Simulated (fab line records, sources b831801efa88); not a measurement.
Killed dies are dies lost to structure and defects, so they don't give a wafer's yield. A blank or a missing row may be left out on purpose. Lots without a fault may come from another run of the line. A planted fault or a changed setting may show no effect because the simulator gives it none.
One fault seen from 2 desks | flow gf180mcu | each desk has only its own numbers; what lay behind them comes last

THE TOOL OWNER'S DESK: cmp-01
The tool's own readings at GF_V4_CMP_26 (polishes, stops on SiO2, t overpolish 15 s, target thk 0 nm): means of the sampled wafers that have a number, for each lot that ran on this tool. A lot is out of limits, marked OUT, if its mean lies more than 4 standard deviations from the usual mean; the brackets give that distance.
Columns: A = motor_current_A at GF_V4_CMP_26, usual 10.8 A; B = overpolish_run_s at GF_V4_CMP_26, usual 14.999 s; C = time_to_endpoint_s at GF_V4_CMP_26, usual 85 s
lot  | first seen here | A    | B                        | C
L700 | day 25 21:26    | 12.2 | 15.001                   | 87
L705 | day 27 19:17    | 11.2 | 10.013 (-99 or more) OUT | 98
L715 | day 30 10:07    | 11.0 | 15.004                   | 90
L717 | day 31 02:04    | 12.8 | 15.004                   | 85
This desk's finding: out of limits on L705; first on L705, day 27 19:17 (overpolish_run_s at GF_V4_CMP_26). In limits: L700, L715, L717.

THE METROLOGY DESK
What the gauges read, lot by lot, whatever tool the lot ran on: means of the sampled wafers that have a number. A lot is out of limits, marked OUT, if its mean lies more than 4 standard deviations from the usual mean; the brackets give that distance.
Columns: A = V2_CVD_00_THK at GF_V2_THK_MEAS_01, usual 599 nm; B = M3_ALCU_RS at GF_M3_RS_MEAS_05, usual 0.0697 ohm/sq; C = V4_CVD_00_THK at GF_V4_THK_MEAS_01, usual 601 nm
lot  | first seen here | A   | B      | C
L696 | day 19 04:54    | 595 | 0.0690 | 606
L698 | day 19 21:54    | 599 | 0.0695 | 609
L700 | day 20 18:40    | 603 | 0.0702 | 601
L705 | day 22 21:31    | 596 | 0.0708 | 604
L709 | day 24 04:25    | 593 | 0.0680 | 599
L712 | day 25 00:17    | 601 | 0.0694 | 603
L713 | day 25 08:36    | 596 | 0.0692 | 604
L714 | day 25 17:16    | 607 | 0.0706 | 597
L715 | day 25 22:35    | 598 | 0.0692 | 596
L716 | day 26 04:37    | 596 | 0.0702 | 602
L717 | day 26 13:19    | 596 | 0.0678 | 600
L718 | day 26 20:43    | 607 | 0.0681 | 599
L719 | day 27 06:28    | 593 | 0.0703 | 599
This desk's finding: nothing out of limits on any of the 13 lots.

PUT TOGETHER
The tool owner's desk could have raised an alarm at day 27 19:17, on L705.
The metrology desk saw nothing out of limits.
The metrology desk has L705 on record, within its limits.
Of the lots named, all ran GF_V4_CMP_26 on cmp-01.

WHAT THE SIMULATOR HAD PUT IN
Process parameter drift: cmp-01, from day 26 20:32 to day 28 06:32, at GF_V4_CMP_26. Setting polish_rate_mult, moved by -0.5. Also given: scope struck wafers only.
Lots struck among those shown: L705.
Hours from the fault's start to each desk's first reading out of limits: the tool owner's desk, 23.
